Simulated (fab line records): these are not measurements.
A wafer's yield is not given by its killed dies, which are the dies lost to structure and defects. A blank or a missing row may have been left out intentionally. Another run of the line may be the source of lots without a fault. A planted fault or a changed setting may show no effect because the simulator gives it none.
A struck lot beside a sound one | flow sky130 | 17 steps out of a route of 708
Sound: wafers L696.1, L696.2, L696.6. Wafers struck: L691.2, L691.3, L691.4. The cause is given at the end.
Each step with rows lists, per side, the tool, then ch with its chambers, then its first start. Under that, the readings that differ: sound wafers | struck wafers | difference of the means | sigmas: that difference in standard deviations of wafers without a fault.
alike: same words and numbers on both sides, and readings whose means sit less than 2 such deviations apart. not compared: any withheld reading, any reading some wafer has no value for, any bound like >300 that may hide the same value, and any number with overlapping values for which the record gives no deviation.
The two part at a step that has a row with sigmas, a row that says differs or no value, or rows on one side only. Numbers that have no deviation but don't overlap get no sigmas and don't part them. A reading missing from all wafers of one side parts the sides only when that side holds two or more wafers.

SKY_LDD_HVN_OVL_MEAS_07:
  struck on overlay-02, day 24 01:31; sound on overlay-01, day 25 16:43
  alike: LDD_HVN_OVL
next, for these wafers, 1 step has no rows: SKY_LDD_HVN_IMPLANT_08.
SKY_LDD_HVN_STRIP_09: strips in O2/N2.
  sound on plasma-asher-01 ch 0,1, day 25 16:54; struck on plasma-asher-03 ch 0,1, day 24 01:42
  alike: drypump-motor-current-A, o2-flow-sccm, oes-product-au, strip-time-to-endpoint-s
  not compared: rf-hours-counter-h
SKY_LDD_HVN_TW_MEAS_10:
  struck on film-metro-01, day 24 01:49; sound on film-metro-01, day 25 17:00
  alike: LDD_HVN_TW
then, 7 steps without rows for these wafers: SKY_LDD_HVP_DEHYDRATE_00 (time 60 s); SKY_LDD_HVP_HMDS_01 (prime time 60 s); SKY_LDD_HVP_COAT_02 (resist thk 300 nm); SKY_LDD_HVP_SOFTBAKE_03 (time 60 s); SKY_LDD_HVP_EXPOSE_04 (exposes mask HVPTM, target cd 700 nm); SKY_LDD_HVP_PEB_05; SKY_LDD_HVP_DEVELOP_06 (develop time 60 s).
SKY_LDD_HVP_OVL_MEAS_07:
  struck on overlay-01, day 25 07:32; sound on overlay-02, day 26 22:37
  alike: LDD_HVP_OVL
SKY_LDD_HVP_IMPLANT_08:
  sound on implanter-02 ch 0, day 26 22:39; struck on implanter-04 ch 0, day 25 07:55
  alike: tilt-deg
SKY_LDD_HVP_STRIP_09: strips in O2/N2.
  sound on plasma-asher-04 ch 0,1, day 26 22:48; struck on plasma-asher-03 ch 0,1, day 25 08:02
  alike: drypump-motor-current-A, o2-flow-sccm, oes-product-au, strip-time-to-endpoint-s
  not compared: rf-hours-counter-h
SKY_LDD_HVP_TW_MEAS_10:
  struck on film-metro-03, day 25 08:08; sound on film-metro-01, day 26 22:54
  reading    | sound       | struck      | difference | sigmas
  LDD_HVP_TW | 459 459 458 | 555 561 553 | +98        | +24
then, 1 step without rows for these wafers: SKY_LDD_LDN_DEHYDRATE_00 (time 60 s).
-- here the record skips 23 days between the struck wafers' starts before and after, leaving off in module LDD_LDN and picking up in module PAD_OPEN (first step shown: number 708 of the route) --
SKY_PAD_OPEN_PROBE_99:
  struck on prober-01, day 48 11:16; sound on prober-01, day 49 10:57
  reading                                   | sound                  | struck                  | difference | sigmas
  model.etest.tip_p_5v.rs-ohm-sq            | 2833 2834 2813         | 1758 1757 1755          | -1070      |
  model.etest.pfet-g5v0d10v5.r-on-ohm-um    | 4613 4618 4697         | 4535 4510 4491          | -131       |
  model.etest.pfet-g5v0d10v5.drive-ua-um    | 353 358.5 353.8        | 359.3 367.6 362.9       | +8.2       |
  model.etest.res-pdiff-hv.rs-ohm-sq        | 187.6 187.3 187.5      | 186.4 184.8 183.5       | -2.6       |
  model.etest.pfet-g5v0d10v5.off-log10-a-um | -12.39 -12.35 -12.41   | -11.62 -11.17 -11.19    | +1.06      |
  model.etest.pfet-g5v0d10v5.vt-sat-v (V)   | -0.6126 -0.6218 -0.616 | -0.5648 -0.5175 -0.5362 | +0.0773    |
  alike: killed_at_M0_to_M3, killed_at_M4_up, killed-at-contacts, killed-at-front-end, killed-at-other, killed-dies, killed-on-rim, killed-open, killed-short
  not compared: model.etest.tip_p_5v.rs-ohm-sq-range, model.etest.ring_5v.delay-ps

WHERE THEY PART
Only at SKY_LDD_HVP_TW_MEAS_10, within this record. Later steps at which nothing parts them and some readings are alike: SKY_PAD_OPEN_PROBE_99.

WHY: what the simulator had put in
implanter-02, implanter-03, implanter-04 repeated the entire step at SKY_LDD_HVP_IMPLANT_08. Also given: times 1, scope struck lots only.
